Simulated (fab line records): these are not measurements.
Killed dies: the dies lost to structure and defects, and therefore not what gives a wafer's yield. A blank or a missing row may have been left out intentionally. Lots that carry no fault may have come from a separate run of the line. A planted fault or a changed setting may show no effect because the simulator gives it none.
What tool caused it? + flow sky130 + 24 lots, 72 wafers sampled, at 4 steps of a route of 708

== WHAT THE GAUGES READ, wafer by wafer ==
SKY_CAPM_THK_MEAS_04: measures by xrf. Usual: CAPM_TIN_THK gives 203.1 nm (standard deviation 2.9).
| lot  | measured     | on            | CAPM_TIN_THK (nm) | flag |
|------|--------------|---------------|-------------------|------|
| L074 | day 36 07:36 | film-metro-02 | 206.8 203.3 204.5 |      |
| L075 | day 36 12:09 | film-metro-02 | 202.1 201.4 203.5 |      |
| L076 | day 37 01:28 | film-metro-02 | 203.3 202.0 206.1 |      |
| L077 | day 37 19:52 | film-metro-02 | 203.4 204.3 201.2 |      |
| L078 | day 37 20:46 | film-metro-04 | 203.1 205.7 205.2 |      |
| L080 | day 38 02:49 | film-metro-02 | 204.1 206.0 205.5 |      |
| L079 | day 38 04:23 | film-metro-04 | 203.0 200.8 201.5 |      |
| L081 | day 38 12:28 | film-metro-04 | 198.6 201.2 198.8 |      |
| L082 | day 39 10:53 | film-metro-01 | 203.6 203.6 204.2 |      |
| L084 | day 39 12:15 | film-metro-02 | 206.9 208.2 208.4 |      |
| L083 | day 39 18:04 | film-metro-01 | 204.8 203.8 201.3 |      |
| L085 | day 40 01:20 | film-metro-04 | 200.1 198.5 196.5 |      |
| L086 | day 40 02:41 | film-metro-02 | 203.5 201.8 204.0 |      |
| L087 | day 40 13:33 | film-metro-04 | 204.4 206.0 202.0 |      |
| L088 | day 40 19:36 | film-metro-02 | 199.3 198.1 202.1 |      |
| L089 | day 40 23:04 | film-metro-01 | 200.3 197.4 203.5 |      |
| L090 | day 41 03:38 | film-metro-04 | 203.6 203.4 204.5 |      |
| L091 | day 41 15:08 | film-metro-04 | 202.4 202.3 200.5 |      |
| L092 | day 41 23:05 | film-metro-01 | 199.6 202.2 197.5 |      |
| L094 | day 42 06:31 | film-metro-01 | 202.8 205.5 200.1 |      |
| L093 | day 42 13:07 | film-metro-02 | 205.7 201.7 203.2 |      |
| L095 | day 42 13:50 | film-metro-04 | 207.3 207.4 203.1 |      |
| L096 | day 42 19:25 | film-metro-01 | 200.9 202.1 199.0 |      |
| L097 | day 43 02:01 | film-metro-01 | 204.3 209.6 208.4 |      |

SKY_VIA3_THK_MEAS_23: measures by xrf. Usual: VIA3_W_THK gives 394 nm (standard deviation 4.7).
| lot  | measured     | on            | VIA3_W_THK (nm) | flag |
|------|--------------|---------------|-----------------|------|
| L074 | day 39 15:58 | film-metro-04 | 396 384 389     |      |
| L075 | day 39 20:34 | film-metro-03 | 391 387 394     |      |
| L076 | day 40 08:42 | film-metro-03 | 396 394 394     |      |
| L077 | day 41 01:32 | film-metro-01 | 401 398 391     |      |
| L078 | day 41 02:41 | film-metro-03 | 390 399 396     |      |
| L080 | day 41 08:16 | film-metro-03 | 393 391 395     |      |
| L079 | day 41 09:35 | film-metro-03 | 397 398 398     |      |
| L081 | day 41 17:22 | film-metro-04 | 395 401 396     |      |
| L082 | day 42 13:55 | film-metro-03 | 400 398 407     |      |
| L084 | day 42 16:23 | film-metro-04 | 387 387 386     |      |
| L083 | day 42 21:34 | film-metro-01 | 386 390 393     |      |
| L085 | day 43 04:02 | film-metro-03 | 390 392 388     |      |
| L086 | day 43 05:16 | film-metro-03 | 396 395 399     |      |
| L087 | day 43 15:16 | film-metro-04 | 384 383 382     |      |
| L088 | day 43 21:10 | film-metro-01 | 387 398 388     |      |
| L089 | day 43 23:38 | film-metro-03 | 386 387 387     |      |
| L090 | day 44 05:17 | film-metro-03 | 397 392 397     |      |
| L091 | day 44 15:05 | film-metro-01 | 398 396 394     |      |
| L092 | day 44 23:19 | film-metro-03 | 395 400 398     |      |
| L094 | day 45 05:44 | film-metro-03 | 394 395 396     |      |
| L093 | day 45 10:50 | film-metro-03 | 400 397 397     |      |
| L095 | day 45 12:01 | film-metro-01 | 394 399 401     |      |
| L096 | day 45 17:25 | film-metro-04 | 395 396 397     |      |
| L097 | day 45 22:34 | film-metro-01 | 392 392 394     |      |

== TOOL THAT RAN EACH LOT (tool first, then ch and the chambers of the sampled wafers, then the start) ==
| lot  | SKY_METAL2_SPUTTER_01        | SKY_METAL2_SPUTTER_04        |
|------|------------------------------|------------------------------|
| L074 | pvd-sputter-02, day 33 22:20 | pvd-sputter-02, day 33 22:25 |
| L075 | pvd-sputter-03, day 34 04:26 | pvd-sputter-03, day 34 04:31 |
| L076 | pvd-sputter-01, day 34 18:06 | pvd-sputter-01, day 34 18:10 |
| L077 | pvd-sputter-01, day 35 11:11 | pvd-sputter-01, day 35 11:15 |
| L078 | pvd-sputter-03, day 35 12:43 | pvd-sputter-03, day 35 12:47 |
| L080 | pvd-sputter-03, day 35 18:40 | pvd-sputter-03, day 35 18:44 |
| L079 | pvd-sputter-03, day 35 20:06 | pvd-sputter-03, day 35 20:10 |
| L081 | pvd-sputter-02, day 36 04:20 | pvd-sputter-02, day 36 04:24 |
| L082 | pvd-sputter-02, day 37 03:38 | pvd-sputter-02, day 37 03:42 |
| L084 | pvd-sputter-01, day 37 06:22 | pvd-sputter-01, day 37 06:26 |
| L083 | pvd-sputter-02, day 37 11:40 | pvd-sputter-02, day 37 11:44 |
| L085 | pvd-sputter-01, day 37 20:01 | pvd-sputter-01, day 37 20:05 |
| L086 | pvd-sputter-01, day 37 20:55 | pvd-sputter-01, day 37 20:59 |
| L087 | pvd-sputter-02, day 38 07:35 | pvd-sputter-02, day 38 07:39 |
| L088 | pvd-sputter-02, day 38 14:37 | pvd-sputter-02, day 38 14:41 |
| L089 | pvd-sputter-03, day 38 18:14 | pvd-sputter-03, day 38 18:19 |
| L090 | pvd-sputter-01, day 38 23:25 | pvd-sputter-01, day 38 23:29 |
| L091 | pvd-sputter-01, day 39 10:45 | pvd-sputter-01, day 39 10:49 |
| L092 | pvd-sputter-02, day 39 19:04 | pvd-sputter-02, day 39 19:08 |
| L094 | pvd-sputter-03, day 40 02:58 | pvd-sputter-03, day 40 03:02 |
| L093 | pvd-sputter-02, day 40 10:03 | pvd-sputter-02, day 40 10:07 |
| L095 | pvd-sputter-03, day 40 10:04 | pvd-sputter-03, day 40 10:08 |
| L096 | pvd-sputter-02, day 40 16:49 | pvd-sputter-02, day 40 16:53 |
| L097 | pvd-sputter-02, day 40 23:28 | pvd-sputter-02, day 40 23:32 |
- SKY_METAL2_SPUTTER_01: material TiN, target thk 20 nm, time 16.7 s.
- SKY_METAL2_SPUTTER_04: material TiN, target thk 70 nm, time 58.3 s.

== AS READ BY THE TOOLS THEMSELVES (means over the sampled wafers that have a number; for cases with no such wafer, the mark the record gives instead) ==
SKY_METAL2_SPUTTER_01. Usual: throttle-valve-pct at 30.1 %, with a standard deviation of 1.
| lot  | tool           | throttle-valve-pct (%) | flag |
|------|----------------|------------------------|------|
| L074 | pvd-sputter-02 | 29.4                   |      |
| L075 | pvd-sputter-03 | 29.7                   |      |
| L076 | pvd-sputter-01 | 29.7                   |      |
| L077 | pvd-sputter-01 | 30.9                   |      |
| L078 | pvd-sputter-03 | 30.3                   |      |
| L080 | pvd-sputter-03 | 30.5                   |      |
| L079 | pvd-sputter-03 | 29.4                   |      |
| L081 | pvd-sputter-02 | 30.3                   |      |
| L082 | pvd-sputter-02 | 30.4                   |      |
| L084 | pvd-sputter-01 | 30.8                   |      |
| L083 | pvd-sputter-02 | 29.4                   |      |
| L085 | pvd-sputter-01 | 30.4                   |      |
| L086 | pvd-sputter-01 | 30.6                   |      |
| L087 | pvd-sputter-02 | 29.6                   |      |
| L088 | pvd-sputter-02 | 30.4                   |      |
| L089 | pvd-sputter-03 | 29.4                   |      |
| L090 | pvd-sputter-01 | 30.6                   |      |
| L091 | pvd-sputter-01 | 30.4                   |      |
| L092 | pvd-sputter-02 | 29.5                   |      |
| L094 | pvd-sputter-03 | 31.5                   |      |
| L093 | pvd-sputter-02 | 29.6                   |      |
| L095 | pvd-sputter-03 | 30.7                   |      |
| L096 | pvd-sputter-02 | 29.5                   |      |
| L097 | pvd-sputter-02 | 28.7                   |      |

SKY_METAL2_SPUTTER_04. Usual: throttle-valve-pct at 30.1 %, with a standard deviation of 1.
| lot  | tool           | throttle-valve-pct (%) | flag |
|------|----------------|------------------------|------|
| L074 | pvd-sputter-02 | 29.5                   |      |
| L075 | pvd-sputter-03 | 29.3                   |      |
| L076 | pvd-sputter-01 | 29.7                   |      |
| L077 | pvd-sputter-01 | 30.9                   |      |
| L078 | pvd-sputter-03 | 30.0                   |      |
| L080 | pvd-sputter-03 | 30.5                   |      |
| L079 | pvd-sputter-03 | 29.3                   |      |
| L081 | pvd-sputter-02 | 30.3                   |      |
| L082 | pvd-sputter-02 | 30.5                   |      |
| L084 | pvd-sputter-01 | 30.6                   |      |
| L083 | pvd-sputter-02 | 29.5                   |      |
| L085 | pvd-sputter-01 | 30.5                   |      |
| L086 | pvd-sputter-01 | 30.5                   |      |
| L087 | pvd-sputter-02 | 29.7                   |      |
| L088 | pvd-sputter-02 | 30.5                   |      |
| L089 | pvd-sputter-03 | 29.5                   |      |
| L090 | pvd-sputter-01 | 30.4                   |      |
| L091 | pvd-sputter-01 | 30.4                   |      |
| L092 | pvd-sputter-02 | 29.4                   |      |
| L094 | pvd-sputter-03 | 31.4                   |      |
| L093 | pvd-sputter-02 | 29.7                   |      |
| L095 | pvd-sputter-03 | 30.8                   |      |
| L096 | pvd-sputter-02 | 29.4                   |      |
| L097 | pvd-sputter-02 | 28.8                   |      |

== THE ANSWER, worked out from the rows above alone ==
Rule: lot off if the mean of its wafers having a number is beyond 3 standard deviations from the usual mean. Also off: a lot with no number at a reading for which 4 or more lots have one. All remaining lots with rows at the step are treated as sound. First the gauges in route order, then the tools' own readings, where a lot's mean is used as printed above. At the first step where some lot is off, the reading lying furthest off is the one used; lots without a number count as furthest.
No lot is off on any of the readings shown, so nothing can be concluded from this.

== WHAT WAS PUT IN BY THE SIMULATOR ==
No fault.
